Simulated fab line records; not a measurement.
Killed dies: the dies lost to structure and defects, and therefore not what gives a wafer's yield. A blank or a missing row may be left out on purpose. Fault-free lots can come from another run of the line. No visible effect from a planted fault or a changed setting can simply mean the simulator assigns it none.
fab line records ; flow sky130
record: lots: 11; wafers: 33; last-day: 51
route steps=708 shown METAL4@631 VIA4@658 METAL5@679 PAD_OPEN@708
lots untouched by any fault: they come from a run of this same line in which no faults occurred
start-h: hours from the record's first day to the start of the lot's first wafer shown ; wait-h: time in hours since the lot's previous step ; " the same as in the row above ; L1.1+2: several wafers, shown together as one row ; - no value, or no start was given ; * or withheld: withheld ; < > ~ a bound
route shown NAME@n: a module of which the file shows steps, and the number in the route of the first ; usual: mean/standard deviation taken from wafers without a fault ; same: alike in all rows ; chamber/n: place in a boat ; sites: readings site by site ; _std_site: the values' standard deviation ; _edge_site: inner sites' mean taken away from outer sites' mean ; radius-mm: for every site, how far away it sits from the centre of the wafer ; mask NAME#n: copy n ; behind: the last tool/chamber to shape the wafer ; hold: the reason the lot was held/the length of the hold in hours/how it ended ; device: whichever transistor did not switch (one of n, p or np) ; end of line: the tests these same wafers got at the end of their route ; where a step has no rows: the recipe by itself ; killed: dies that structure and defects cost at the first sort, which is not the same as the wafer's yield ; map: the dies of a wafer, with x for killed, . for not killed, _ for no die there
set.NAME: the setting that was run; set.NAME@STEP: the one run at that earlier step ; model.NAME: the simulator's own value behind a step, which no gauge read
route steps across a sampled set of lots; one table per step, one row per wafer
services: when a tool's chamber went out of use (start-h, in hours from the record's first day, below 0 if earlier), for how many hours, and the reason
== steps ==
step: SKY_METAL4_DESCUM_15
recipe: chemistry: O2; source-power-w: 150; bias-power-w: 0; pressure-mtorr: 10; temp-c: 40; time-s: 8
usual: chamber-pressure-mTorr: 10.001/0.0094; drypump-motor-current-A: 5.7/0.3; he-backside-leak-sccm: 3.3/0.34; oes-product-au: 1.003/0.0088; rf-fwd-power-W: 147.1/1.1
lot.wafer;tool;chamber;start-h;wait-h;chamber-pressure-mTorr;drypump-motor-current-A;he-backside-leak-sccm;oes-product-au;rf-fwd-power-W;rf-hours-counter-h
L290.2;rie-metal-04;0;1007.17;0.0;10.001;6.1;3.5;1.016;148.2;9
L290.3;rie-metal-04;1;1007.17;0.0;9.984;5.3;3.5;0.995;148.8;-
L290.5;rie-metal-04;0;1007.17;0.0;9.996;6.1;3.4;1.021;147.9;-
L293.2;rie-metal-03;0;1011.19;0.0;9.998;5.5;3.3;0.992;145.9;1
L293.3;rie-metal-03;1;1011.19;0.0;10.006;5.9;3.4;1.004;146.1;-
L293.4;rie-metal-03;0;1011.19;0.0;10.006;5.5;3.3;1.001;145.8;-
L294.1;rie-metal-04;0;1017.89;0.0;10.004;6.1;3.5;1.011;148.6;10
L294.2;rie-metal-04;1;1017.89;0.0;9.988;5.3;6.6;0.996;148.7;18
L294.4;rie-metal-04;1;1017.89;0.0;9.997;5.3;3.6;0.995;147.7;-
L296.3;rie-metal-01;0;1030.35;0.0;10.010;6.1;3.1;1.001;146.2;-
L296.5;rie-metal-01;0;1030.35;0.0;10.002;6.1;3.0;1.008;146.9;-
L296.6;rie-metal-01;1;1030.35;0.0;10.003;5.8;3.4;0.995;148.3;-
L301.1;rie-metal-04;1;1067.80;0.0;9.998;5.3;3.4;1.000;148.9;22
L301.2;rie-metal-04;0;1067.80;0.0;9.997;6.1;3.5;1.016;147.7;14
L301.5;rie-metal-04;1;1067.80;0.0;9.986;5.3;3.5;1.004;148.1;-
L302.3;rie-metal-01;1;1068.03;0.0;9.989;5.8;3.1;0.988;147.8;-
L302.4;rie-metal-01;0;1068.03;0.0;9.998;6.1;3.2;1.012;146.5;-
L302.6;rie-metal-01;0;1068.03;0.0;10.006;6.1;3.1;1.012;146.1;-
L303.2;rie-metal-04;1;1081.10;0.0;10.008;5.3;3.4;0.998;148.2;23
L303.3;rie-metal-04;1;1081.10;0.0;10.008;5.3;3.3;1.004;147.9;-
L303.5;rie-metal-04;0;1081.10;0.0;10.005;6.1;3.6;0.999;148.2;-
L307.2;rie-metal-01;0;1101.30;0.0;10.006;6.1;3.0;1.018;146.0;16
L307.4;rie-metal-01;1;1101.30;0.0;9.986;5.8;3.3;0.997;147.7;-
L307.6;rie-metal-01;0;1101.30;0.0;9.988;6.1;2.9;1.018;145.7;-
L308.3;rie-metal-03;1;1110.41;0.0;10.009;5.9;3.3;1.014;145.3;-
L308.5;rie-metal-03;1;1110.41;0.0;10.008;5.9;3.3;1.008;146.1;-
L308.6;rie-metal-03;1;1110.41;0.0;10.010;5.9;3.3;1.004;145.8;-
L311.1;rie-metal-01;1;1142.00;0.0;10.001;5.8;3.1;0.986;147.9;28
L311.3;rie-metal-01;0;1142.00;0.0;9.995;6.1;3.1;1.014;147.2;-
L311.6;rie-metal-01;1;1142.00;0.0;9.996;5.8;3.5;0.991;147.8;-
L312.1;rie-metal-03;1;1144.64;0.0;10.001;5.9;3.6;1.014;145.9;24
L312.2;rie-metal-03;0;1144.64;0.0;10.008;5.5;2.8;1.004;146.4;12
L312.6;rie-metal-03;0;1144.64;0.0;9.995;5.5;2.9;1.000;146.8;-
step: SKY_METAL4_ETCH_16
recipe: chemistry: N2/H2; target: BARC; ion-energy-ev: 200; bias-w: 100; pressure-mtorr: 30; n2-flow-sccm: 100; h2-flow-sccm: 200; icp-w: 500; stop-on: SiO2; time-s: 88.2; target-depth-a: 600
usual: bias-w: 100.02/0.3; chamber-pressure-mTorr: 30.003/0.024; drypump-motor-current-A: 5.8/0.3; he-backside-leak-sccm: 3.4/0.35; oes-product-au: 0.625/0.0046; rf-fwd-power-W: 496.7/1.8; throttle-valve-pct: 13.204/0.0094
lot.wafer;tool;chamber;start-h;wait-h;bias-w;chamber-pressure-mTorr;drypump-motor-current-A;he-backside-leak-sccm;oes-product-au;rf-fwd-power-W;rf-hours-counter-h;throttle-valve-pct
L290.2;rie-metal-04;0;1007.20;0.0;100.48;30.000;6.1;3.5;0.626;500.4;9;13.202
L290.3;rie-metal-04;1;1007.20;0.0;100.09;29.981;5.3;3.3;0.627;496.4;-;13.195
L290.5;rie-metal-04;0;1007.20;0.0;100.05;30.026;6.1;3.5;0.619;497.0;-;13.209
L293.2;rie-metal-03;0;1011.22;0.0;100.16;30.028;5.5;3.1;0.626;496.0;1;13.195
L293.3;rie-metal-03;1;1011.22;0.0;99.50;29.990;5.9;3.3;0.624;495.9;-;13.193
L293.4;rie-metal-03;0;1011.22;0.0;99.77;29.954;5.5;3.3;0.628;495.2;-;13.203
L294.1;rie-metal-04;0;1017.92;0.0;99.53;29.999;6.1;3.4;0.625;498.8;10;13.211
L294.2;rie-metal-04;1;1017.92;0.0;99.74;29.980;5.3;3.4;0.627;497.7;18;13.203
L294.4;rie-metal-04;1;1017.92;0.0;99.50;30.023;5.3;3.4;0.629;499.1;-;13.205
L296.3;rie-metal-01;0;1030.41;0.0;100.01;30.016;6.1;3.0;0.620;494.8;-;13.210
L296.5;rie-metal-01;0;1030.41;0.0;100.32;30.023;6.1;3.0;0.629;493.7;-;13.188
L296.6;rie-metal-01;1;1030.41;0.0;100.04;30.010;5.8;2.9;0.626;499.6;-;13.192
L301.1;rie-metal-04;1;1067.83;0.0;100.41;30.028;5.3;3.3;0.627;498.2;22;13.200
L301.2;rie-metal-04;0;1067.83;0.0;100.42;30.011;6.1;3.5;0.622;501.2;14;13.205
L301.5;rie-metal-04;1;1067.83;0.0;100.41;30.004;5.3;3.5;0.625;499.3;-;13.206
L302.3;rie-metal-01;1;1068.09;0.0;99.77;30.008;5.8;3.5;0.627;498.5;-;13.193
L302.4;rie-metal-01;0;1068.09;0.0;100.02;29.978;6.1;3.0;0.624;496.6;-;13.194
L302.6;rie-metal-01;0;1068.09;0.0;100.07;29.981;6.1;3.1;0.621;495.2;-;13.217
L303.2;rie-metal-04;1;1081.13;0.0;100.25;30.002;5.3;3.4;0.632;497.8;23;13.209
L303.3;rie-metal-04;1;1081.13;0.0;100.26;29.973;5.3;3.4;0.626;497.4;-;13.215
L303.5;rie-metal-04;0;1081.13;0.0;100.02;29.980;6.1;3.5;0.629;495.9;-;13.204
L307.2;rie-metal-01;0;1101.33;0.0;99.83;29.980;6.1;3.1;0.621;497.6;16;13.194
L307.4;rie-metal-01;1;1101.33;0.0;100.16;29.965;5.8;3.4;0.616;494.4;-;13.205
L307.6;rie-metal-01;0;1101.33;0.0;100.31;29.991;6.1;2.9;0.630;497.9;-;13.210
L308.3;rie-metal-03;1;1110.52;0.1;100.02;29.950;5.9;3.6;0.620;498.0;-;13.224
L308.5;rie-metal-03;1;1110.52;0.1;99.90;29.990;5.9;6.7;0.620;496.4;-;13.215
L308.6;rie-metal-03;1;1110.52;0.1;99.77;30.022;5.9;3.5;0.635;496.7;-;13.203
L311.1;rie-metal-01;1;1142.03;0.0;100.64;30.023;5.8;3.1;0.625;496.1;28;13.204
L311.3;rie-metal-01;0;1142.03;0.0;100.16;30.016;6.1;3.1;0.622;495.2;-;13.194
L311.6;rie-metal-01;1;1142.03;0.0;100.52;29.988;5.8;3.3;0.626;497.5;-;13.202
L312.1;rie-metal-03;1;1144.67;0.0;99.50;30.041;5.9;3.6;0.626;494.5;24;13.195
L312.2;rie-metal-03;0;1144.67;0.0;100.32;30.007;5.5;3.1;0.624;495.7;12;13.205
L312.6;rie-metal-03;0;1144.67;0.0;100.66;30.019;5.5;3.0;0.627;494.9;-;13.192
step: SKY_VIA4_RS_MEAS_19
recipe: thk-meas-gauge: four-point-probe; reads: W_of_VIA4_CVD_18+TiN_of_VIA4_SPUTTER_17
usual: VIA4_W_RS: 0.2379/0.0026
lot.wafer;tool;chamber;start-h;wait-h;VIA4_W_RS[ohm/sq]
L290.2;film-metro-03;-;1032.38;0.1;0.2392
L290.3;film-metro-03;-;1032.38;0.1;0.2424
L290.5;film-metro-03;-;1032.38;0.1;0.2408
L293.2;film-metro-03;-;1036.52;0.1;0.2388
L293.3;film-metro-03;-;1036.52;0.1;0.2388
L293.4;film-metro-03;-;1036.52;0.1;0.2417
L294.1;film-metro-04;-;1042.80;0.1;0.2402
L294.2;film-metro-04;-;1042.80;0.1;0.2328
L294.4;film-metro-04;-;1042.80;0.1;0.2363
L296.3;film-metro-01;-;1054.93;0.1;0.2411
L296.5;film-metro-01;-;1054.93;0.1;0.2365
L296.6;film-metro-01;-;1054.93;0.1;0.2386
L301.1;film-metro-01;-;1091.19;0.1;0.2344
L301.2;film-metro-01;-;1091.19;0.1;0.2382
L301.5;film-metro-01;-;1091.19;0.1;0.2369
L302.3;film-metro-03;-;1091.50;0.1;0.2367
L302.4;film-metro-03;-;1091.50;0.1;0.2345
L302.6;film-metro-03;-;1091.50;0.1;0.2384
L303.2;film-metro-01;-;1103.64;0.1;0.2366
L303.3;film-metro-01;-;1103.64;0.1;0.2391
L303.5;film-metro-01;-;1103.64;0.1;0.2402
L307.2;film-metro-01;-;1123.66;0.1;0.2361
L307.4;film-metro-01;-;1123.66;0.1;0.2355
L307.6;film-metro-01;-;1123.66;0.1;0.2376
L308.3;film-metro-04;-;1132.41;0.1;0.2392
L308.5;film-metro-04;-;1132.41;0.1;0.2373
L308.6;film-metro-04;-;1132.41;0.1;0.2393
L311.1;film-metro-01;-;1161.91;0.1;0.2384
L311.3;film-metro-01;-;1161.91;0.1;0.2369
L311.6;film-metro-01;-;1161.91;0.1;0.2368
L312.1;film-metro-01;-;1164.37;0.1;0.2398
L312.2;film-metro-01;-;1164.37;0.1;0.2373
L312.6;film-metro-01;-;1164.37;0.1;0.2417
step: SKY_METAL5_CLEAN_18
recipe: chemistry: IPA; time-s: 180; temp-c: 25
lot.wafer;tool;chamber;start-h;wait-h
L290.2+3+5;wet-bench-03;1;1056.55;0.0
L293.2+3+4;wet-bench-03;3;1060.05;0.0
L294.1+2+4;wet-bench-04;2;1065.75;0.0
L296.3+5+6;wet-bench-04;1;1077.28;0.0
L301.1+2+5;wet-bench-03;3;1113.43;0.0
L302.3+4+6;wet-bench-04;1;1114.00;0.0
L303.2+3+5;wet-bench-03;2;1123.98;0.0
L307.2+4+6;wet-bench-04;2;1143.98;0.0
L308.3+5+6;wet-bench-04;0;1153.18;0.3
L311.1+3+6;wet-bench-01;3;1180.73;0.0
L312.1+2+6;wet-bench-04;0;1181.50;0.0
step: SKY_PAD_OPEN_PROBE_99
usual: defect-limited-yield: 82.4/2; killed_at_M0_to_M3: 43/6.8; killed_at_M4_up: 3.1/1.8; killed-at-contacts: 25/5.8; killed-at-front-end: 15/4.2; killed-at-other: 0.3/0.5; killed-dies: 87/9.7; killed-open: 47/7.3; killed-short: 39/6.6; sort_bin_3_pad_short: 0.9/0.37; sort_bin_5_function: 10.4/1.4; sort_bin_6_memory: 6.3/1.1; sort-n-pass: 405/9.7; sort-yield-pct: 82.4/2
same: gross-dies: 492; killed-at-back-side: 0; sort_bin_4_leakage[%]: 0; sort_bin_8_speed[%]: 0
lot.wafer;tool;chamber;start-h;wait-h;defect-limited-yield[%];killed_at_M0_to_M3;killed_at_M4_up;killed-at-contacts;killed-at-front-end;killed-at-other;killed-dies;killed-open;killed-short;sort_bin_3_pad_short[%];sort_bin_5_function[%];sort_bin_6_memory[%];sort-n-pass;sort-yield-pct[%]
L293.2;prober-01;-;1104.80;0.1;82.9;41;3;27;13;0;84;44;40;0.6;9.8;6.7;408;82.9
L293.3;prober-01;-;1104.85;0.2;82.9;44;2;26;12;0;84;45;39;0.8;7.9;8.3;408;82.9
L293.4;prober-01;-;1104.90;0.2;82.9;46;7;22;7;2;84;45;39;1.4;10.0;5.7;408;82.9
L301.1;prober-02;-;1155.56;0.1;73.0;39;53;25;16;0;133;50;31;2.8;17.3;6.9;359;73.0
L301.2;prober-02;-;1155.61;0.1;74.4;35;55;19;16;1;126;38;35;4.5;16.1;5.1;366;74.4
L301.5;prober-02;-;1155.76;0.2;70.1;40;58;34;15;0;147;62;32;1.8;20.9;7.1;345;70.1
L303.2;prober-02;-;1163.60;0.1;74.2;46;54;15;12;0;127;34;42;1.8;17.7;6.3;365;74.2
L303.3;prober-02;-;1163.65;0.2;72.4;43;62;21;10;0;136;42;34;2.4;16.7;8.5;356;72.4
L303.5;prober-02;-;1163.75;0.2;73.4;40;51;26;14;0;131;40;41;1.8;17.3;7.5;361;73.4
L307.2;prober-02;-;1181.91;0.1;84.1;39;1;25;12;1;78;49;29;1.8;8.5;5.5;414;84.1
L307.4;prober-02;-;1182.01;0.2;83.3;40;8;24;10;0;82;56;26;1.0;11.4;4.3;410;83.3
L307.6;prober-02;-;1182.11;0.2;78.0;59;3;28;18;0;108;53;55;1.2;12.0;8.7;384;78.0
L308.3;prober-02;-;1190.00;0.2;82.9;39;7;23;15;0;84;39;45;1.0;9.6;6.5;408;82.9
L308.5;prober-02;-;1190.10;0.2;85.6;41;4;13;13;0;71;38;33;0.8;7.5;6.1;421;85.6
L308.6;prober-02;-;1190.15;0.2;82.5;44;7;24;11;0;86;51;35;1.2;10.6;5.7;406;82.5
killed by level:class
L293.2 CONTACT:geometric-particle:open=11 VIA1:geometric-particle:open=9 METAL2:geometric-particle:short=8 LI_CONTACT:geometric-particle:open=7 VIA2:geometric-particle:open=7 FIELD_ISO:geometric-particle:short=4 METAL1:geometric-particle:short=4 LI_CONTACT:geometric-particle:short=3
L293.3 CONTACT:geometric-particle:open=12 VIA2:geometric-particle:open=9 METAL1:geometric-particle:short=7 VIA1:geometric-particle:short=7 LOCAL_INTERCONNECT:geometric-particle:short=6 VIA1:geometric-particle:open=6 FIELD_ISO:geometric-particle:open=4 FIELD_ISO:geometric-particle:short=4
L293.4 VIA1:geometric-particle:open=11 CONTACT:geometric-particle:open=8 VIA1:geometric-particle:short=7 VIA2:geometric-particle:open=7 METAL4:geometric-particle:short=6 METAL1:geometric-particle:short=5 LI_CONTACT:geometric-particle:open=5 VIA3:geometric-particle:open=5
L301.1 METAL5:unspecified=52 CONTACT:geometric-particle:open=11 VIA1:geometric-particle:open=11 VIA3:geometric-particle:open=10 FIELD_ISO:geometric-particle:short=5 LOCAL_INTERCONNECT:geometric-particle:short=5 VIA1:geometric-particle:short=5 FIELD_ISO:geometric-particle:open=4
L301.2 METAL5:unspecified=53 VIA1:geometric-particle:open=11 FIELD_ISO:geometric-particle:open=6 LOCAL_INTERCONNECT:geometric-particle:short=5 METAL2:geometric-particle:short=5 LI_CONTACT:geometric-particle:short=4 CONTACT:geometric-particle:open=4 POLY_GATE:geometric-particle:short=3
L301.5 METAL5:unspecified=53 CONTACT:geometric-particle:open=14 VIA1:geometric-particle:open=11 VIA3:geometric-particle:open=10 LI_CONTACT:geometric-particle:open=9 FIELD_ISO:geometric-particle:short=5 POLY_GATE:geometric-particle:open=5 LI_CONTACT:geometric-particle:short=5
L303.2 METAL5:unspecified=51 VIA1:geometric-particle:open=10 METAL2:geometric-particle:short=8 VIA1:geometric-particle:short=8 CONTACT:geometric-particle:open=7 METAL3:geometric-particle:short=4 VIA3:geometric-particle:open=4 FIELD_ISO:geometric-particle:short=3
L303.3 METAL5:unspecified=60 CONTACT:geometric-particle:open=11 VIA1:geometric-particle:open=7 METAL2:geometric-particle:short=7 VIA3:geometric-particle:open=7 METAL1:geometric-particle:short=5 VIA2:geometric-particle:open=5 LI_CONTACT:geometric-particle:open=4
L303.5 METAL5:unspecified=50 CONTACT:geometric-particle:open=9 VIA1:geometric-particle:open=9 LOCAL_INTERCONNECT:geometric-particle:short=8 VIA2:geometric-particle:open=7 METAL1:geometric-particle:short=6 POLY_GATE:geometric-particle:short=5 LI_CONTACT:geometric-particle:open=4
L307.2 VIA1:geometric-particle:open=12 CONTACT:geometric-particle:open=8 VIA3:geometric-particle:open=7 LI_CONTACT:geometric-particle:open=7 VIA2:geometric-particle:open=6 LOCAL_INTERCONNECT:geometric-particle:short=5 METAL2:geometric-particle:short=5 LI_CONTACT:geometric-particle:short=4
L307.4 VIA1:geometric-particle:open=14 VIA2:geometric-particle:open=11 LI_CONTACT:geometric-particle:open=8 CONTACT:geometric-particle:open=8 METAL4:geometric-particle:short=5 POLY_GATE:geometric-particle:open=4 LOCAL_INTERCONNECT:geometric-particle:short=4 FIELD_ISO:geometric-particle:open=3
L307.6 VIA2:geometric-particle:open=12 CONTACT:geometric-particle:open=11 VIA1:geometric-particle:open=9 LOCAL_INTERCONNECT:geometric-particle:short=8 METAL2:geometric-particle:short=7 METAL1:geometric-particle:short=7 VIA2:geometric-particle:short=7 FIELD_ISO:geometric-particle:short=6
L308.3 CONTACT:geometric-particle:open=11 METAL1:geometric-particle:short=8 VIA1:geometric-particle:open=8 CONTACT:geometric-particle:short=7 METAL4:geometric-particle:short=7 POLY_GATE:geometric-particle:open=6 VIA2:geometric-particle:open=6 VIA2:geometric-particle:short=4
L308.5 METAL1:geometric-particle:short=6 VIA1:geometric-particle:open=6 VIA2:geometric-particle:open=6 VIA3:geometric-particle:open=6 METAL2:geometric-particle:short=5 POLY_GATE:geometric-particle:open=5 LOCAL_INTERCONNECT:geometric-particle:short=4 CONTACT:geometric-particle:open=4
L308.6 VIA1:geometric-particle:open=10 LI_CONTACT:geometric-particle:open=9 VIA3:geometric-particle:open=8 CONTACT:geometric-particle:open=7 CONTACT:geometric-particle:short=5 METAL2:geometric-particle:short=5 VIA2:geometric-particle:open=5 VIA2:geometric-particle:short=4
== services ==
tool;chamber;start-h;hours;kind
rie-metal-04;-;984.47;2.8;pm
rie-metal-03;-;1018.67;8.5;repair
rie-metal-01;-;1036.48;0.4;repair
rie-metal-03;1;1054.32;15.0;repair
rie-metal-03;-;1077.97;2.8;pm
rie-metal-03;1;1082.58;10.0;repair
rie-metal-03;0;1107.94;5.5;repair
rie-metal-04;0;1128.54;18.1;repair
wet-bench-03;-;1149.32;59.7;pm
rie-metal-01;1;1162.13;4.9;repair
rie-metal-03;1;1163.27;-;clean
rie-metal-03;1;1163.27;-;consumable-replace:focus-ring
rie-metal-03;1;1163.27;19.0;scheduled-down
rie-metal-03;1;1163.27;19.0;vent-cycle
== key ==
first-sign: step: SKY_PAD_OPEN_PROBE_99; reading: killed_at_M4_up; direction: up; sigmas: 29; usual: 3.1; struck: 55.5
effect: step: SKY_PAD_OPEN_PROBE_99; reading: sort_bin_5_function; direction: up; sigmas: 5; usual: 10.4; struck: 17.6
met-at SKY_METAL5_CLEAN_18
struck-lots L301,L303
not-acting-at SKY_METAL4_DESCUM_15,SKY_METAL4_ETCH_16,SKY_VIA4_RS_MEAS_19
onset-between 1060.05 1113.43
fault: kind: chamber-particle-source; tool: wet-bench-03; chamber: -; onset-h: 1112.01; steps: SKY_METAL5_CLEAN_18; rate-per-visit-cm2: 0.98539; end-h: 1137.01
